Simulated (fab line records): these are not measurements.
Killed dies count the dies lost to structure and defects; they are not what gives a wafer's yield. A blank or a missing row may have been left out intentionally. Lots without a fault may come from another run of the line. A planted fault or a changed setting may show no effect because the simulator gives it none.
2 desks looking at one fault :: flow gf180mcu :: each desk holds nothing but its own numbers, with what lay behind them at the end

## THE TOOL OWNER'S DESK: implanter-03
The tool's own readings at GF_HV_LDD_IMPLANT_35, given as means over the sampled wafers that have a number, one for each lot that went through this tool. Any lot whose mean is over 4 standard deviations away from the usual mean is out of limits and marked OUT; that distance is given in the brackets.
Columns: A = beam-energy-keV at GF_HV_LDD_IMPLANT_35, usual 59.999; B = tilt-deg at GF_HV_LDD_IMPLANT_35, usual 30.000 degrees
lot: L664
first seen here: day 11 18:46
A: 60.003
B: 29.996

lot: L666
first seen here: day 12 18:25
A: 59.983
B: 30.005

lot: L667
first seen here: day 13 01:31
A: 60.005
B: 29.994

lot: L668
first seen here: day 13 08:55
A: 60.001
B: 30.000

lot: L670
first seen here: day 13 20:35
A: 59.976
B: 29.983

lot: L676
first seen here: day 15 23:07
A: 60.013
B: 29.989

lot: L679
first seen here: day 17 00:02
A: 60.003
B: 29.997
This desk's verdict: no lot among the 7 shows anything out of limits.

## FROM THE METROLOGY DESK
Means of the sampled wafers that have a number, per lot and without regard to the tool the lot ran on: this is what the gauges read. Any lot whose mean is over 4 standard deviations away from the usual mean is out of limits and marked OUT; that distance is given in the brackets.
Columns: A = DUAL_GATE_OVL at GF_DUAL_GATE_OVL_MEAS_11, usual 0.3 nm; B = cd-nm at GF_HV_LDD_CD_MEAS_19, usual 399.7 nm; C = HV_LDD_01_OVL at GF_HV_LDD_OVL_MEAS_20, usual -1.0 nm; D = HV_LDD_RS at GF_HV_LDD_RS_MEAS_53, usual 418.5 ohm/sq
lot: L663
first seen here: day 8 08:06
A: -1.0
B: 399.5
C: -2.7
D: 419.8

lot: L664
first seen here: day 8 13:47
A: 0.5
B: 399.8
C: -1.7
D: 419.5

lot: L666
first seen here: day 9 08:35
A: -0.2
B: 396.6
C: 0.2
D: 418.7

lot: L667
first seen here: day 9 13:32
A: 0.4
B: 401.6
C: -0.3
D: 418.6

lot: L668
first seen here: day 9 22:25
A: -0.2
B: 398.7
C: -2.9
D: 419.2

lot: L669
first seen here: day 10 02:50
A: 1.3
B: 398.3
C: -0.2
D: 417.5

lot: L670
first seen here: day 10 07:17
A: 0.4
B: 396.1
C: -1.7
D: 416.7

lot: L671
first seen here: day 10 15:55
A: 2.9
B: 397.9
C: -0.1
D: 419.6

lot: L673
first seen here: day 11 08:40
A: 0.5
B: 397.4
C: -0.4
D: 418.8

lot: L676
first seen here: day 12 04:58
A: -0.5
B: 402.3
C: -0.8
D: -

lot: L679
first seen here: day 13 02:01
A: 0.3
B: 399.1
C: 1.1
D: -

lot: L682
first seen here: day 13 19:49
A: 0.0
B: 405.3
C: -0.8
D: 418.2

lot: L685
first seen here: day 14 18:32
A: 0.7
B: 400.7
C: -3.0
D: 419.5

lot: L686
first seen here: day 14 23:52
A: -0.3
B: 397.4
C: -1.8
D: 417.9
This desk's verdict: no lot among the 14 shows anything out of limits.

## TAKEN TOGETHER
Nothing out of limits was seen by the tool owner's desk.
Nothing out of limits was seen by the metrology desk.

## WHAT WAS PUT IN BY THE SIMULATOR
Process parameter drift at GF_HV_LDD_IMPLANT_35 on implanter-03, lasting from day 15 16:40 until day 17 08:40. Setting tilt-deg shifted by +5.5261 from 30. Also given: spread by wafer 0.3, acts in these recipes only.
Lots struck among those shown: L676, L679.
